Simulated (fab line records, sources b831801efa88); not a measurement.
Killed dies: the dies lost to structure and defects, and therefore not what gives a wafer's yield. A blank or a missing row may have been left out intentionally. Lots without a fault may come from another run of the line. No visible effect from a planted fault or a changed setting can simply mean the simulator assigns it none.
fab line records + flow gf180mcu
record
- lots=13
- wafers=39
- lastDay=34
route steps=602 shown STI@1 NWELL@53 LVPWELL@64 MVPSD@82 VT_IMPLANT@100
lots with no fault: from the same line, run without faults
startH: the number of hours between the record's first day and the start of the first shown wafer of the lot + waitH: hours elapsed since this lot's preceding step + " same as the row above + L1.1+2: a row that stands for several wafers + - value missing, or start not given + * or withheld: withheld + < > ~ a bound
route shown NAME@n: NAME is a module with steps in the file, n the number in the route of the first one + usual: the fault-free wafers' mean and standard deviation + same: alike in all rows + chamber/n: place in a boat + sites: the reading at each site + _std_site: the values' standard deviation + _edge_site: mean of outer sites minus mean of inner sites + radiusMm: how far each site lies from the wafer's centre + mask NAME#n: copy n + behind: the last tool/chamber to shape the wafer + hold: the reason the lot was held/the length of the hold in hours/how it ended + device: the transistor (n, p or np) that didn't switch + end of line: tests of these same wafers at the route's end + a step without rows: its recipe alone + killed: dies that structure and defects cost at the first sort, which is not the same as the wafer's yield + map: shows each die of a wafer: x if killed, . if not, _ if none is there
set.NAME: the setting the step ran with; set.NAME@STEP: the setting that earlier step ran with + model.NAME: the simulator's own value behind a step, which no gauge read
steps of the route over a sample of lots; a table a step, a row a wafer
services: from which hour (startH, from the record's first day; less than 0 if before it) a tool's chamber was out of use, for how many hours, and why
## steps
# step GF_STI_BOW_MEAS_00
# recipe
- mode=bow
# usual
- INCOMING_BOW=0/6.5
| lot.wafer | tool         | chamber | startH | waitH | INCOMING_BOW[um] |
|-----------|--------------|---------|--------|-------|------------------|
| L693.2    | filmMetro-03 | -       | 20.02  | -     | -6               |
| L693.4    | "            | -       | "      | "     | 14               |
| L693.5    | "            | -       | "      | "     | 2                |
| L697.3    | filmMetro-04 | -       | 40.04  | -     | -1               |
| L697.4    | "            | -       | "      | "     | 3                |
| L697.6    | "            | -       | "      | "     | 3                |
| L698.3    | filmMetro-04 | -       | 45.04  | -     | -3               |
| L698.5    | "            | -       | "      | "     | -6               |
| L698.6    | "            | -       | "      | "     | 4                |
| L699.1    | filmMetro-03 | -       | 50.00  | -     | 9                |
| L699.3    | "            | -       | "      | "     | 16               |
| L699.4    | "            | -       | "      | "     | 0                |
| L701.3    | filmMetro-03 | -       | 60.04  | -     | 11               |
| L701.4    | "            | -       | "      | "     | 3                |
| L701.6    | "            | -       | "      | "     | 0                |
| L702.1    | filmMetro-02 | -       | 65.00  | -     | 2                |
| L702.5    | "            | -       | "      | "     | 8                |
| L702.6    | "            | -       | "      | "     | 2                |
| L703.1    | filmMetro-04 | -       | 70.00  | -     | -2               |
| L703.4    | "            | -       | "      | "     | -1               |
| L703.6    | "            | -       | "      | "     | -2               |
| L704.1    | filmMetro-02 | -       | 75.00  | -     | -4               |
| L704.3    | "            | -       | "      | "     | -9               |
| L704.6    | "            | -       | "      | "     | 4                |
| L705.2    | filmMetro-02 | -       | 80.08  | -     | 2                |
| L705.4    | "            | -       | "      | "     | 13               |
| L705.6    | "            | -       | "      | "     | -1               |
| L706.3    | filmMetro-04 | -       | 85.04  | -     | -3               |
| L706.4    | "            | -       | "      | "     | 4                |
| L706.5    | "            | -       | "      | "     | 3                |
| L707.1    | filmMetro-02 | -       | 90.00  | -     | -2               |
| L707.3    | "            | -       | "      | "     | -9               |
| L707.4    | "            | -       | "      | "     | -5               |
| L708.2    | filmMetro-03 | -       | 95.02  | -     | 4                |
| L708.3    | "            | -       | "      | "     | -4               |
| L708.6    | "            | -       | "      | "     | 3                |
| L712.1    | filmMetro-02 | -       | 115.00 | -     | -10              |
| L712.3    | "            | -       | "      | "     | -9               |
| L712.4    | "            | -       | "      | "     | -11              |
# step GF_NWELL_TW_MEAS_11
# usual
- NWELL_TW=1566/9.5
| lot.wafer | tool         | chamber | startH | waitH | NWELL_TW |
|-----------|--------------|---------|--------|-------|----------|
| L693.2    | filmMetro-04 | -       | 68.19  | 0.1   | 1555     |
| L693.4    | "            | -       | "      | "     | 1561     |
| L693.5    | "            | -       | "      | "     | 1549     |
| L697.3    | filmMetro-04 | -       | 89.27  | 0.1   | 1558     |
| L697.4    | "            | -       | "      | "     | 1561     |
| L697.6    | "            | -       | "      | "     | 1552     |
| L698.3    | filmMetro-01 | -       | 95.11  | 0.1   | 1565     |
| L698.5    | "            | -       | "      | "     | 1571     |
| L698.6    | "            | -       | "      | "     | 1571     |
| L699.1    | filmMetro-03 | -       | 101.39 | 0.1   | 1561     |
| L699.3    | "            | -       | "      | "     | 1573     |
| L699.4    | "            | -       | "      | "     | 1560     |
| L701.3    | filmMetro-04 | -       | 112.45 | 0.1   | 1558     |
| L701.4    | "            | -       | "      | "     | 1548     |
| L701.6    | "            | -       | "      | "     | 1560     |
| L702.1    | filmMetro-03 | -       | 116.04 | 0.1   | 1565     |
| L702.5    | "            | -       | "      | "     | 1553     |
| L702.6    | "            | -       | "      | "     | 1569     |
| L703.1    | filmMetro-03 | -       | 124.93 | 0.1   | 1562     |
| L703.4    | "            | -       | "      | "     | 1554     |
| L703.6    | "            | -       | "      | "     | 1561     |
| L704.1    | filmMetro-03 | -       | 128.14 | 0.1   | 1561     |
| L704.3    | "            | -       | "      | "     | 1559     |
| L704.6    | "            | -       | "      | "     | 1563     |
| L705.2    | filmMetro-04 | -       | 133.05 | 0.1   | 1555     |
| L705.4    | "            | -       | "      | "     | 1552     |
| L705.6    | "            | -       | "      | "     | 1556     |
| L706.3    | filmMetro-01 | -       | 137.71 | 0.1   | 1574     |
| L706.4    | "            | -       | "      | "     | 1579     |
| L706.5    | "            | -       | "      | "     | 1571     |
| L707.1    | filmMetro-04 | -       | 144.84 | 0.1   | 1547     |
| L707.3    | "            | -       | "      | "     | 1548     |
| L707.4    | "            | -       | "      | "     | 1548     |
| L708.2    | filmMetro-01 | -       | 149.35 | 0.1   | 1566     |
| L708.3    | "            | -       | "      | "     | 1567     |
| L708.6    | "            | -       | "      | "     | 1573     |
| L712.1    | filmMetro-03 | -       | 170.94 | 0.1   | 1578     |
| L712.3    | "            | -       | "      | "     | 1571     |
| L712.4    | "            | -       | "      | "     | 1568     |
# step GF_LVPWELL_STRIP_10
# recipe
- chemistry=O2/N2
- powerW=1400
- pressureMtorr=1500
- platenTempC=250
- o2FlowSccm=3000
- n2FlowSccm=300
- overashFraction=0.5
# usual
- drypumpMotorCurrentA=5.8/0.48
- heaterPowerW=364/36
- oesProductAu=0.723/0.0043
- stripTimeToEndpointS=36.98/0.1
| lot.wafer | tool           | chamber | startH | waitH | drypumpMotorCurrentA | heaterPowerW | oesProductAu | rfHoursCounterH | stripTimeToEndpointS |
|-----------|----------------|---------|--------|-------|----------------------|--------------|--------------|-----------------|----------------------|
| L693.2    | plasmaAsher-04 | 1       | 82.54  | 0.1   | 5.6                  | 411          | 0.723        | 27              | 36.87                |
| L693.4    | "              | 0       | "      | "     | 5.6                  | 386          | 0.716        | -               | 36.85                |
| L693.5    | "              | 1       | "      | "     | 5.6                  | 424          | 0.728        | -               | 36.81                |
| L697.3    | plasmaAsher-02 | 0       | 103.62 | 0.1   | 6.8                  | 364          | 0.722        | -               | 36.85                |
| L697.4    | "              | 1       | "      | "     | 5.7                  | 333          | 0.721        | -               | 36.77                |
| L697.6    | "              | 0       | "      | "     | 6.8                  | 352          | 0.725        | -               | 36.81                |
| L698.3    | plasmaAsher-01 | 1       | 109.87 | 0.1   | 5.7                  | 385          | 0.727        | -               | 37.05                |
| L698.5    | "              | 0       | "      | "     | 5.3                  | 310          | 0.722        | -               | 37.11                |
| L698.6    | "              | 1       | "      | "     | 5.7                  | 378          | 0.722        | -               | 37.09                |
| L699.1    | plasmaAsher-01 | 0       | 116.22 | 0.1   | 5.3                  | 308          | 0.728        | 45              | 36.86                |
| L699.3    | "              | 1       | "      | "     | 5.7                  | 376          | 0.718        | -               | 36.92                |
| L699.4    | "              | 0       | "      | "     | 5.3                  | 315          | 0.719        | -               | 36.87                |
| L701.3    | plasmaAsher-04 | 0       | 127.72 | 0.1   | 5.7                  | 392          | 0.723        | -               | 37.10                |
| L701.4    | "              | 1       | "      | "     | 5.6                  | 416          | 0.722        | -               | 37.16                |
| L701.6    | "              | 1       | "      | "     | 5.6                  | 419          | 0.725        | -               | 37.14                |
| L702.1    | plasmaAsher-01 | 1       | 130.59 | 0.1   | 5.7                  | 378          | 0.721        | 47              | 37.04                |
| L702.5    | "              | 1       | "      | "     | 5.7                  | 383          | 0.719        | -               | 36.97                |
| L702.6    | "              | 0       | "      | "     | 5.3                  | 315          | 0.718        | -               | 36.97                |
| L703.1    | plasmaAsher-04 | 1       | 140.22 | 0.1   | 5.6                  | 416          | 0.721        | 34              | 36.97                |
| L703.4    | "              | 1       | "      | "     | 5.6                  | 400          | 0.717        | -               | 36.90                |
| L703.6    | "              | 1       | "      | "     | 5.6                  | 422          | 0.727        | -               | 36.77                |
| L704.1    | plasmaAsher-01 | 1       | 144.24 | 0.1   | 5.8                  | 387          | 0.713        | 48              | 36.90                |
| L704.3    | "              | 1       | "      | "     | 5.7                  | 368          | 0.721        | -               | 36.98                |
| L704.6    | "              | 1       | "      | "     | 5.8                  | 372          | 0.723        | -               | 36.96                |
| L705.2    | plasmaAsher-02 | 1       | 147.89 | 0.1   | 5.7                  | 331          | 0.726        | 3               | 37.01                |
| L705.4    | "              | 0       | "      | "     | 6.8                  | 342          | 0.716        | -               | 36.91                |
| L705.6    | "              | 1       | "      | "     | 5.7                  | 337          | 0.728        | -               | 36.79                |
| L706.3    | plasmaAsher-01 | 1       | 153.47 | 0.1   | 5.7                  | 374          | 0.724        | -               | 37.03                |
| L706.4    | "              | 0       | "      | "     | 5.3                  | 309          | 0.717        | -               | 37.02                |
| L706.5    | "              | 0       | "      | "     | 5.3                  | 308          | 0.729        | -               | 37.12                |
| L707.1    | plasmaAsher-02 | 1       | 160.32 | 0.1   | 5.7                  | 335          | 0.720        | 4               | 37.15                |
| L707.3    | "              | 1       | "      | "     | 5.6                  | 334          | 0.724        | -               | 37.04                |
| L707.4    | "              | 0       | "      | "     | 6.8                  | 337          | 0.727        | -               | 37.03                |
| L708.2    | plasmaAsher-02 | 1       | 165.44 | 0.1   | 5.6                  | 337          | 0.720        | 5               | 37.03                |
| L708.3    | "              | 1       | "      | "     | 5.7                  | 335          | 0.724        | -               | 37.10                |
| L708.6    | "              | 0       | "      | "     | 6.8                  | 346          | 0.721        | -               | 37.11                |
| L712.1    | plasmaAsher-02 | 0       | 187.72 | 0.1   | 6.8                  | 339          | 0.719        | 8               | 36.90                |
| L712.3    | "              | 1       | "      | "     | 5.7                  | 332          | 0.729        | -               | 36.85                |
| L712.4    | "              | 0       | "      | "     | 6.8                  | 348          | 0.726        | -               | 36.83                |
# step GF_MVPSD_EXPOSE_04
# recipe
- maskId=MVPSD
- targetCdNm=1000
- na=0.6
- sourceShape=conventional
- sigmaOuter=0.6
- doseMj=260
# same
- sigmaOuter=0.6
| lot.wafer  | tool            | chamber | startH | waitH | mask              |
|------------|-----------------|---------|--------|-------|-------------------|
| L693.2+4+5 | ilineStepper-01 | 0       | 104.64 | -     | MVPSD#0           |
| L697.3+4+6 | ilineStepper-01 | 0       | 125.93 | -     | MVPSD#0           |
| L698.3+5+6 | ilineStepper-01 | 0       | 131.37 | -     | MVPSD#0           |
| L699.1+3+4 | ilineStepper-02 | 0       | 139.06 | -     | MVPSD#0           |
| L701.3+4+6 | ilineStepper-01 | 0       | 149.95 | -     | MVPSD#0           |
| L702.1+5+6 | ilineStepper-01 | 0       | 153.90 | -     | MVPSD#0           |
| L703.1+4+6 | ilineStepper-01 | 0       | 163.50 | -     | MVPSD#0           |
| L704.1+3+6 | ilineStepper-02 | 0       | 168.18 | -     | MVPSD#0           |
| L705.2+4+6 | ilineStepper-02 | 0       | 172.26 | -     | MVPSD#0           |
| L706.3+4+5 | ilineStepper-02 | 0       | 178.34 | -     | MVPSD#0           |
| L707.1+3+4 | ilineStepper-01 | 0       | 184.51 | -     | LVPWELL_LV_AREA#0 |
| L708.2+3+6 | ilineStepper-02 | 0       | 190.64 | -     | MVPSD#0           |
| L712.1+3+4 | ilineStepper-01 | 0       | 214.41 | -     | MVPSD#0           |
# step GF_MVPSD_OVL_MEAS_07
# usual
- MVPSD_OVL=0.9/1.2
| lot.wafer | tool       | chamber | startH | waitH | MVPSD_OVL[nm] |
|-----------|------------|---------|--------|-------|---------------|
| L693.2    | overlay-01 | -       | 111.56 | -     | -0.7          |
| L693.4    | "          | -       | "      | "     | 1.8           |
| L693.5    | "          | -       | "      | "     | 1.1           |
| L697.3    | overlay-02 | -       | 132.96 | -     | 0.9           |
| L697.4    | "          | -       | "      | "     | 1.5           |
| L697.6    | "          | -       | "      | "     | 2.8           |
| L698.3    | overlay-02 | -       | 138.71 | -     | 1.6           |
| L698.5    | "          | -       | "      | "     | 2.6           |
| L698.6    | "          | -       | "      | "     | 1.6           |
| L699.1    | overlay-02 | -       | 146.34 | -     | 0.7           |
| L699.3    | "          | -       | "      | "     | 1.0           |
| L699.4    | "          | -       | "      | "     | -0.1          |
| L701.3    | overlay-01 | -       | 157.71 | -     | -1.0          |
| L701.4    | "          | -       | "      | "     | 0.2           |
| L701.6    | "          | -       | "      | "     | -0.5          |
| L702.1    | overlay-02 | -       | 161.60 | -     | -0.2          |
| L702.5    | "          | -       | "      | "     | 1.6           |
| L702.6    | "          | -       | "      | "     | 0.0           |
| L703.1    | overlay-02 | -       | 171.59 | -     | 1.5           |
| L703.4    | "          | -       | "      | "     | 2.6           |
| L703.6    | "          | -       | "      | "     | 0.5           |
| L704.1    | overlay-02 | -       | 176.25 | -     | 0.5           |
| L704.3    | "          | -       | "      | "     | 1.2           |
| L704.6    | "          | -       | "      | "     | 0.1           |
| L705.2    | overlay-01 | -       | 180.24 | -     | 1.4           |
| L705.4    | "          | -       | "      | "     | 1.3           |
| L705.6    | "          | -       | "      | "     | 1.4           |
| L706.3    | overlay-02 | -       | 185.70 | -     | 0.1           |
| L706.4    | "          | -       | "      | "     | 2.1           |
| L706.5    | "          | -       | "      | "     | -0.3          |
| L707.1    | overlay-02 | -       | 193.15 | -     | -             |
| L707.3    | "          | -       | "      | "     | -             |
| L707.4    | "          | -       | "      | "     | -             |
| L708.2    | overlay-02 | -       | 199.20 | -     | 2.7           |
| L708.3    | "          | -       | "      | "     | 3.0           |
| L708.6    | "          | -       | "      | "     | 2.0           |
| L712.1    | overlay-02 | -       | 222.88 | -     | 1.6           |
| L712.3    | "          | -       | "      | "     | 1.8           |
| L712.4    | "          | -       | "      | "     | 1.6           |
# step GF_MVPSD_TW_MEAS_11
# usual
- MVPSD_TW=551/3.7
| lot.wafer | tool         | chamber | startH | waitH | MVPSD_TW |
|-----------|--------------|---------|--------|-------|----------|
| L693.2    | filmMetro-01 | -       | 112.00 | 0.1   | 554      |
| L693.4    | "            | -       | "      | "     | 558      |
| L693.5    | "            | -       | "      | "     | 554      |
| L697.3    | filmMetro-04 | -       | 133.40 | 0.1   | 551      |
| L697.4    | "            | -       | "      | "     | 550      |
| L697.6    | "            | -       | "      | "     | 549      |
| L698.3    | filmMetro-01 | -       | 139.15 | 0.1   | 553      |
| L698.5    | "            | -       | "      | "     | 553      |
| L698.6    | "            | -       | "      | "     | 552      |
| L699.1    | filmMetro-03 | -       | 146.77 | 0.1   | 544      |
| L699.3    | "            | -       | "      | "     | 548      |
| L699.4    | "            | -       | "      | "     | 548      |
| L701.3    | filmMetro-03 | -       | 158.15 | 0.1   | 546      |
| L701.4    | "            | -       | "      | "     | 546      |
| L701.6    | "            | -       | "      | "     | 548      |
| L702.1    | filmMetro-03 | -       | 162.04 | 0.1   | 549      |
| L702.5    | "            | -       | "      | "     | 548      |
| L702.6    | "            | -       | "      | "     | 546      |
| L703.1    | filmMetro-03 | -       | 172.03 | 0.1   | 547      |
| L703.4    | "            | -       | "      | "     | 548      |
| L703.6    | "            | -       | "      | "     | 547      |
| L704.1    | filmMetro-01 | -       | 176.69 | 0.1   | 551      |
| L704.3    | "            | -       | "      | "     | 552      |
| L704.6    | "            | -       | "      | "     | 553      |
| L705.2    | filmMetro-04 | -       | 180.68 | 0.1   | 546      |
| L705.4    | "            | -       | "      | "     | 551      |
| L705.6    | "            | -       | "      | "     | 549      |
| L706.3    | filmMetro-01 | -       | 186.14 | 0.1   | 554      |
| L706.4    | "            | -       | "      | "     | 552      |
| L706.5    | "            | -       | "      | "     | 555      |
| L707.1    | filmMetro-01 | -       | 193.59 | 0.1   | 30       |
| L707.3    | "            | -       | "      | "     | 30       |
| L707.4    | "            | -       | "      | "     | 30       |
| L708.2    | filmMetro-04 | -       | 199.64 | 0.1   | 556      |
| L708.3    | "            | -       | "      | "     | 559      |
| L708.6    | "            | -       | "      | "     | 555      |
| L712.1    | filmMetro-01 | -       | 223.32 | 0.1   | 548      |
| L712.3    | "            | -       | "      | "     | 544      |
| L712.4    | "            | -       | "      | "     | 545      |
# step GF_VT_IMPLANT_TW_MEAS_10
# usual
- VT_IMPLANT_TW=560/3.7
| lot.wafer | tool         | chamber | startH | waitH | VT_IMPLANT_TW |
|-----------|--------------|---------|--------|-------|---------------|
| L693.2    | filmMetro-02 | -       | 126.79 | 0.1   | 557           |
| L693.4    | "            | -       | "      | "     | 552           |
| L693.5    | "            | -       | "      | "     | 553           |
| L697.3    | filmMetro-01 | -       | 148.86 | 0.1   | 563           |
| L697.4    | "            | -       | "      | "     | 563           |
| L697.6    | "            | -       | "      | "     | 562           |
| L698.3    | filmMetro-03 | -       | 154.51 | 0.1   | 560           |
| L698.5    | "            | -       | "      | "     | 560           |
| L698.6    | "            | -       | "      | "     | 562           |
| L699.1    | filmMetro-01 | -       | 163.18 | 0.1   | 569           |
| L699.3    | "            | -       | "      | "     | 568           |
| L699.4    | "            | -       | "      | "     | 567           |
| L701.3    | filmMetro-02 | -       | 174.35 | 0.1   | 560           |
| L701.4    | "            | -       | "      | "     | 562           |
| L701.6    | "            | -       | "      | "     | 558           |
| L702.1    | filmMetro-02 | -       | 178.68 | 0.1   | 559           |
| L702.5    | "            | -       | "      | "     | 559           |
| L702.6    | "            | -       | "      | "     | 560           |
| L703.1    | filmMetro-03 | -       | 188.44 | 0.1   | 560           |
| L703.4    | "            | -       | "      | "     | 561           |
| L703.6    | "            | -       | "      | "     | 558           |
| L704.1    | filmMetro-03 | -       | 192.69 | 0.1   | 556           |
| L704.3    | "            | -       | "      | "     | 561           |
| L704.6    | "            | -       | "      | "     | 559           |
| L705.2    | filmMetro-03 | -       | 197.64 | 0.1   | 556           |
| L705.4    | "            | -       | "      | "     | 557           |
| L705.6    | "            | -       | "      | "     | 559           |
| L706.3    | filmMetro-01 | -       | 203.46 | 0.1   | 562           |
| L706.4    | "            | -       | "      | "     | 567           |
| L706.5    | "            | -       | "      | "     | 564           |
| L707.1    | filmMetro-02 | -       | 211.04 | 0.1   | 687           |
| L707.3    | "            | -       | "      | "     | 683           |
| L707.4    | "            | -       | "      | "     | 684           |
| L708.2    | filmMetro-02 | -       | 216.75 | 0.1   | 560           |
| L708.3    | "            | -       | "      | "     | 558           |
| L708.6    | "            | -       | "      | "     | 559           |
| L712.1    | filmMetro-01 | -       | 241.98 | 0.1   | 564           |
| L712.3    | "            | -       | "      | "     | 564           |
| L712.4    | "            | -       | "      | "     | 567           |
## services
| tool           | chamber | startH | hours | kind      |
|----------------|---------|--------|-------|-----------|
| plasmaAsher-02 | -       | 75.35  | 14.2  | repair    |
| plasmaAsher-01 | -       | 76.20  | 1.1   | repair    |
| plasmaAsher-04 | -       | 88.81  | 1.2   | repair    |
| plasmaAsher-02 | -       | 108.75 | 9.0   | pm        |
| plasmaAsher-02 | 0       | 108.75 | 9.0   | ventCycle |
| plasmaAsher-02 | 1       | 108.75 | 9.0   | ventCycle |
| plasmaAsher-02 | 0       | 117.75 | -     | clean     |
| plasmaAsher-02 | 1       | 117.75 | -     | clean     |
| plasmaAsher-01 | -       | 148.65 | 1.4   | repair    |
| plasmaAsher-01 | -       | 163.07 | 14.6  | pm        |
| plasmaAsher-04 | -       | 205.41 | 1.7   | repair    |
## key
firstSign
- step=GF_MVPSD_EXPOSE_04
- reading=mask
- direction=changed
effect
- step=GF_MVPSD_OVL_MEAS_07
- reading=MVPSD_OVL
- direction=missing
effect
- step=GF_MVPSD_TW_MEAS_11
- reading=MVPSD_TW
- direction=down
- sigmas=99+
- usual=551
- struck=30
effect
- step=GF_VT_IMPLANT_TW_MEAS_10
- reading=VT_IMPLANT_TW
- direction=up
- sigmas=34
- usual=560
- struck=685
metAt GF_MVPSD_EXPOSE_04
struckLots L707
sortLeftOut L707.1,L707.3,L707.4
testerLeftOut L707
notActingAt GF_STI_BOW_MEAS_00,GF_NWELL_TW_MEAS_11,GF_LVPWELL_STRIP_10
onsetBetween 163.50 184.51
fault
- kind=wrongMask
- tool=any
- chamber=-
- onsetH=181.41
- steps=GF_MVPSD_EXPOSE_04
- auxCopy=LVPWELL_LV_AREA#0
- scope=struckLotsOnly
# testerLeftOut: of these lots the tester's yield and bins aren't shown, on N5 and GAA mostly nor the transistor test; their killed dies are dies lost to structure and defects alone, not to doping, threshold or leakage, so they don't give the yield
# sortLeftOut: the simulated sort isn't trusted on such a fault, so these wafers' sort isn't shown, and their yield isn't known
